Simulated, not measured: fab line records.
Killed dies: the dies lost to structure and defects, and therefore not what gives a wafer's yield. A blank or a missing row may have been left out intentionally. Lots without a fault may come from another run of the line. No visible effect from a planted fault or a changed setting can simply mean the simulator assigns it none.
The tool behind it: which one? | flow sky130 | Sampling: 14 lots, 42 wafers, 5 of 708 route steps

## WHAT EACH GAUGE READ, for each wafer
SKY_VT_ADJUST_HVTP_OVL_MEAS_08.
lot  | measured     | on         | VT_ADJUST_HVTP_OVL (nm)
L652 | day 6 05:11  | overlay-01 | 0.2 0.1 1.5
L653 | day 6 06:30  | overlay-01 | 1.4 0.0 1.3
L654 | day 6 11:00  | overlay-01 | 0.4 0.0 -0.4
L655 | day 6 22:54  | overlay-01 | 1.7 -0.1 1.2
L657 | day 7 10:21  | overlay-02 | -2.0 -2.0 -1.9
L658 | day 7 17:42  | overlay-01 | 2.5 2.4 0.8
L667 | day 10 00:18 | overlay-02 | -0.1 1.1 0.7
L668 | day 10 05:57 | overlay-01 | -1.7 -0.6 -0.2
L669 | day 10 13:00 | overlay-01 | 3.2 4.4 4.5
L670 | day 10 21:00 | overlay-02 | -1.4 -2.1 -1.0
L671 | day 11 05:00 | overlay-02 | -1.2 -1.3 -1.6
L672 | day 11 09:08 | overlay-02 | -0.3 -1.7 -2.1
L673 | day 11 13:59 | overlay-01 | 0.1 1.6 2.6
L675 | day 12 04:06 | overlay-01 | -0.6 -1.8 -1.4

SKY_POLY_GATE_THK_MEAS_01.
lot  | measured     | on            | POLY_GATE_CVD_00_THK (nm)
L652 | day 13 23:04 | film_metro-03 | 178.4 177.9 178.7
L653 | day 14 02:32 | film_metro-03 | 179.9 178.4 178.9
L654 | day 14 12:28 | film_metro-04 | 174.6 175.9 176.5
L655 | day 15 05:37 | film_metro-01 | 174.3 177.3 176.0
L657 | day 15 16:57 | film_metro-03 | 190.1 190.1 190.5
L658 | day 16 05:38 | film_metro-03 | 186.5 186.8 187.4
L667 | day 19 06:06 | film_metro-01 | 179.0 180.6 178.9
L668 | day 19 09:25 | film_metro-03 | 178.9 178.7 180.2
L669 | day 20 00:35 | film_metro-01 | 183.9 183.3 181.8
L670 | day 20 07:08 | film_metro-04 | 180.3 181.0 182.1
L671 | day 20 18:44 | film_metro-03 | 178.5 179.2 178.6
L672 | day 21 02:53 | film_metro-03 | 180.4 180.9 182.6
L673 | day 21 05:53 | film_metro-03 | 181.9 182.4 182.6
L675 | day 22 01:05 | film_metro-03 | 179.9 179.8 179.9

## WHICH TOOL RAN EACH LOT (tool, then ch and the chambers of the sampled wafers, then the start)
lot  | SKY_VT_ADJUST_LVTN_STRIP_09          | SKY_VT_ADJUST_PCH_STRIP_09           | SKY_POLY_GATE_CVD_00
L652 | plasma_asher-04 ch 0,1, day 7 00:27  | plasma_asher-04 ch 0,1, day 10 12:45 | lpcvd-01 ch 1, day 13 21:52
L653 | plasma_asher-04 ch 0,1, day 7 01:42  | plasma_asher-04 ch 0,1, day 10 13:58 | lpcvd-01 ch 1, day 14 01:19
L654 | plasma_asher-04 ch 0,1, day 7 07:07  | plasma_asher-03 ch 0,1, day 10 21:11 | lpcvd-01 ch 1, day 14 10:38
L655 | plasma_asher-02 ch 0, day 7 19:57    | plasma_asher-04 ch 0,1, day 11 11:34 | lpcvd-01 ch 0, day 15 04:24
L657 | plasma_asher-04 ch 0,1, day 8 07:34  | plasma_asher-01 ch 0, day 12 00:09   | lpcvd-01 ch 1, day 15 15:44
L658 | plasma_asher-04 ch 0,1, day 8 14:23  | plasma_asher-04 ch 0,1, day 12 09:17 | lpcvd-01 ch 1, day 16 04:25
L667 | plasma_asher-01 ch 0,1, day 10 23:43 | plasma_asher-03 ch 0,1, day 15 04:25 | lpcvd-01 ch 1, day 19 04:54
L668 | plasma_asher-04 ch 0,1, day 11 05:01 | plasma_asher-03 ch 0,1, day 15 09:07 | lpcvd-01 ch 1, day 19 08:13
L669 | plasma_asher-02 ch 0,1, day 11 12:26 | plasma_asher-01 ch 0,1, day 15 17:26 | lpcvd-01 ch 0, day 19 23:22
L670 | plasma_asher-04 ch 0,1, day 11 21:01 | plasma_asher-04 ch 0,1, day 16 02:36 | lpcvd-01 ch 1, day 20 05:55
L671 | plasma_asher-04 ch 0,1, day 12 04:40 | plasma_asher-01 ch 0,1, day 16 13:22 | lpcvd-01 ch 0, day 20 17:32
L672 | plasma_asher-04 ch 0,1, day 12 09:55 | plasma_asher-03 ch 1, day 16 20:22   | lpcvd-01 ch 0, day 21 01:41
L673 | plasma_asher-01 ch 0,1, day 12 14:02 | plasma_asher-01 ch 0,1, day 16 22:18 | lpcvd-01 ch 1, day 21 04:40
L675 | plasma_asher-01 ch 0,1, day 13 04:40 | plasma_asher-04 ch 0,1, day 17 17:01 | lpcvd-01 ch 1, day 21 23:53
- SKY_VT_ADJUST_LVTN_STRIP_09: strips in O2/N2.
- SKY_VT_ADJUST_PCH_STRIP_09: strips in O2/N2.
- SKY_POLY_GATE_CVD_00: deposits poly-Si, target thk 180 nm, time 720 s.

## AS READ BY THE TOOLS THEMSELVES (means over the sampled wafers that have a number; for cases with no such wafer, the mark the record gives instead)
SKY_VT_ADJUST_LVTN_STRIP_09.
lot  | tool            | drypump_motor_current_A (A) | oes_product_au (a.u.) | strip_time_to_endpoint_s (s)
L652 | plasma_asher-04 | 5.7                         | 0.721                 | 37.04
L653 | plasma_asher-04 | 5.7                         | 0.721                 | 37.17
L654 | plasma_asher-04 | 5.7                         | 0.727                 | 37.10
L655 | plasma_asher-02 | 6.4                         | 0.721                 | 37.03
L657 | plasma_asher-04 | 5.7                         | 0.721                 | 37.11
L658 | plasma_asher-04 | 5.6                         | 0.722                 | 37.20
L667 | plasma_asher-01 | 5.2                         | 0.726                 | 37.11
L668 | plasma_asher-04 | 5.6                         | 0.723                 | 37.21
L669 | plasma_asher-02 | 6.2                         | 0.721                 | 37.34
L670 | plasma_asher-04 | 5.6                         | 0.722                 | 37.07
L671 | plasma_asher-04 | 5.6                         | 0.718                 | 37.14
L672 | plasma_asher-04 | 5.5                         | 0.725                 | 37.16
L673 | plasma_asher-01 | 5.3                         | 0.723                 | 37.11
L675 | plasma_asher-01 | 5.3                         | 0.718                 | 37.18

SKY_VT_ADJUST_PCH_STRIP_09.
lot  | tool            | drypump_motor_current_A (A) | oes_product_au (a.u.) | strip_time_to_endpoint_s (s)
L652 | plasma_asher-04 | 5.5                         | 0.723                 | 36.94
L653 | plasma_asher-04 | 5.5                         | 0.722                 | 36.84
L654 | plasma_asher-03 | 5.7                         | 0.723                 | 36.96
L655 | plasma_asher-04 | 5.7                         | 0.721                 | 36.86
L657 | plasma_asher-01 | 5.0                         | 0.721                 | 36.90
L658 | plasma_asher-04 | 5.7                         | 0.718                 | 36.73
L667 | plasma_asher-03 | 6.0                         | 0.723                 | 36.87
L668 | plasma_asher-03 | 6.0                         | 0.724                 | 36.84
L669 | plasma_asher-01 | 5.3                         | 0.724                 | 36.92
L670 | plasma_asher-04 | 5.6                         | 0.724                 | 36.94
L671 | plasma_asher-01 | 5.4                         | 0.726                 | 36.87
L672 | plasma_asher-03 | 5.4                         | 0.723                 | 36.95
L673 | plasma_asher-01 | 5.4                         | 0.724                 | 37.00
L675 | plasma_asher-04 | 5.6                         | 0.723                 | 36.91

## THE ANSWER, worked out from the rows above alone
Rule: the lots themselves supply what counts as usual. The widest of any qualifying gaps counts: lots, ordered by their means at a reading, are off when they make up no more than a third of the lots, leave a main group of 4 or more, and stand apart from it by 3 or more times the standard deviation of that group's means. The tables above print the reading to a certain number of digits; a main group whose means all agree to those digits is not used. Also off: a lot with no number at a reading for which 4 or more lots have one. Where the step has rows for the other lots, those lots are counted as sound. First the gauges in route order, then the tools' own readings, where a lot's mean is used as printed above. At the first step where some lot is off, the reading lying furthest off is the one used; lots without a number count as furthest.
No lot is off at any reading shown: from this, nothing can be told.

## WHAT THE SIMULATOR HAD INSERTED
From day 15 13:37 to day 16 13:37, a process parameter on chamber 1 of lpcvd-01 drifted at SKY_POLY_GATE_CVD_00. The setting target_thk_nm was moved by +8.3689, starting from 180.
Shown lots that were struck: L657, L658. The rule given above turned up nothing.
